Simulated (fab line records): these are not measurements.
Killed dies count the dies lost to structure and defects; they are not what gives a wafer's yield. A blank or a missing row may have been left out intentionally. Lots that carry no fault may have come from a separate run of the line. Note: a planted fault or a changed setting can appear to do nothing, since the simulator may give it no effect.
2 desks looking at one fault    flow gf180mcu    only its own numbers are on each desk; what lay behind them is given at the end

THE METROLOGY DESK
Means of the sampled wafers that have a number, per lot and without regard to the tool the lot ran on: this is what the gauges read. If a lot's mean is further than 4 standard deviations from the usual mean, the lot is out of limits and carries the mark OUT (the distance appears in the brackets).
Columns: A = M2_ALCU_RS at GF_M2_RS_MEAS_05, usual 0.0695 ohm/sq; B = M2_ALCU_THK at GF_M2_THK_MEAS_06, usual 445 nm; C = cd nm at GF_M2_CD_MEAS_14, usual 280.1 nm; D = M2_OVL at GF_M2_OVL_MEAS_15, usual 1 nm
lot   first seen here  A       B    C      D
L647  day 18 12:07     0.0679  460  280.7  -4
L654  day 21 01:39     0.0696  442  280.9  -1
L658  day 22 11:21     0.0693  451  280.6  0
L660  day 23 03:34     0.0690  446  280.2  10
L661  day 23 12:50     0.0692  445  279.0  6
L669  day 25 22:12     0.0695  443  278.5  1
This desk found nothing out of limits on any of the 6 lots.

AT THE TOOL OWNER'S DESK: rie metal-04
The tool's own readings at GF_M2_METAL_ETCH_16 (etches the open film in Cl2/BCl3, stops on SiO2, target depth 627.5 nm, time 104.6 s): means of the sampled wafers that have a number, for each lot that ran on this tool. If a lot's mean is further than 4 standard deviations from the usual mean, the lot is out of limits and carries the mark OUT (the distance appears in the brackets).
Columns: A = drypump motor current A at GF_M2_METAL_ETCH_16, usual 5.74 A; B = mfc cl2 sccm at GF_M2_METAL_ETCH_16, usual 80.01 sccm; C = oes product au at GF_M2_METAL_ETCH_16, usual 0.972 a.u.; D = rf fwd power W at GF_M2_METAL_ETCH_16, usual 796.2 W; E = run length s at GF_M2_METAL_ETCH_16, usual 132.9 s; F = throttle valve pct at GF_M2_METAL_ETCH_16, usual 28.250 %
lot   first seen here  A     B      C      D      E      F
L647  day 19 12:37     5.61  80.13  0.979  795.4  132.9  28.239
L654  day 22 01:16     5.59  80.20  0.964  796.6  134.2  28.248
L658  day 23 09:42     5.60  80.05  0.964  793.5  134.2  28.244
This desk found nothing out of limits on any of the 3 lots.

BROUGHT TOGETHER
Metrology desk: nothing out of limits seen.
The tool owner's desk saw nothing out of limits.

WHAT HAD BEEN PUT IN BY THE SIMULATOR
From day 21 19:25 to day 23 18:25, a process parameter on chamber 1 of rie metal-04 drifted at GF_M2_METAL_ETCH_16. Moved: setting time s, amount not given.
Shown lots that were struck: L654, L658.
